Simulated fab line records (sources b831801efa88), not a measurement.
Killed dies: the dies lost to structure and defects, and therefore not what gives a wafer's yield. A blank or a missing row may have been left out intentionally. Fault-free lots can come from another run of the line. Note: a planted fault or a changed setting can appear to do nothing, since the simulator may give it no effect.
Matching of chambers	flow sky130	4 sister chambers for SKY_CONTACT_CMP_27 on cmp-01
The step polishes, stops on SiO2, t overpolish 15 s, target thk 0 nm. 18 wafers are shown with their chamber, then 9 later ones without.

== WAFERS PAIRED WITH THEIR CHAMBERS ==
wafer	chamber	motor current A (A)	time to endpoint s (s)	overpolish run s (s)
L074.1	0	12.7	84	14.992
L074.2	3	9.7	75	14.997
L074.5	1	14.6	77	14.995
L078.1	3	9.9	81	14.992
L078.4	2	11.6	77	15.019
L078.6	3	9.7	83	15.003
L079.2	0	13.0	88	14.989
L079.4	2	11.6	80	14.991
L079.6	1	14.9	80	14.988
L080.3	2	11.6	77	15.007
L080.4	3	9.5	83	14.989
L080.5	1	14.5	78	15.004
L081.1	0	12.9	88	15.006
L081.2	3	9.7	78	14.993
L081.3	2	11.1	77	15.006
L082.1	0	12.9	91	14.990
L082.3	2	11.2	81	14.986
L082.5	0	12.6	90	14.995

SIGNATURES (means of the wafers above)
reading	chamber 0	chamber 1	chamber 2	chamber 3	scatter within a chamber
motor current A	12.820	14.667	11.420	9.700	0.193
time to endpoint s	88.20	78.33	78.40	80.00	2.63
overpolish run s	14.99440	14.99567	15.00180	14.99480	0.00903
Rule: distance of a wafer from a chamber = root of the sum over the readings of ((wafer's reading minus chamber's mean) / reading's scatter) squared. If the next closest chamber is less than 2 further off than the closest, the wafer can't be placed; otherwise it belongs to the closest. How the scatter is found: for the shown wafers, subtract from each reading the mean of its chamber, square and add these, divide the total by (wafers less chambers), then take the root.

== WAFERS MISSING THEIR CHAMBER ==
wafer	motor current A (A)	time to endpoint s (s)	overpolish run s (s)
L083.4	11.9	79	15.008
L083.5	11.3	79	15.003
L083.6	9.6	81	14.995
L086.1	13.3	83	15.002
L086.2	13.8	76	15.006
L086.5	11.8	78	14.999
L087.2	11.9	87	14.997
L087.3	14.5	76	15.009
L087.5	13.2	83	14.992

== CHAMBER TAKEN BY EACH ==
wafer	from the rows above	in truth
L083.4	2	2
L083.5	2	2
L083.6	3	3
L086.1	0	0
L086.2	1	1
L086.5	2	2
L087.2	can't be placed: 2 or 0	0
L087.3	1	1
L087.5	0	0
Correctly placed: 8 of 9. From these rows, 1 cannot be placed; in 1 the true chamber is one of the candidates. Number placed wrongly: 0.
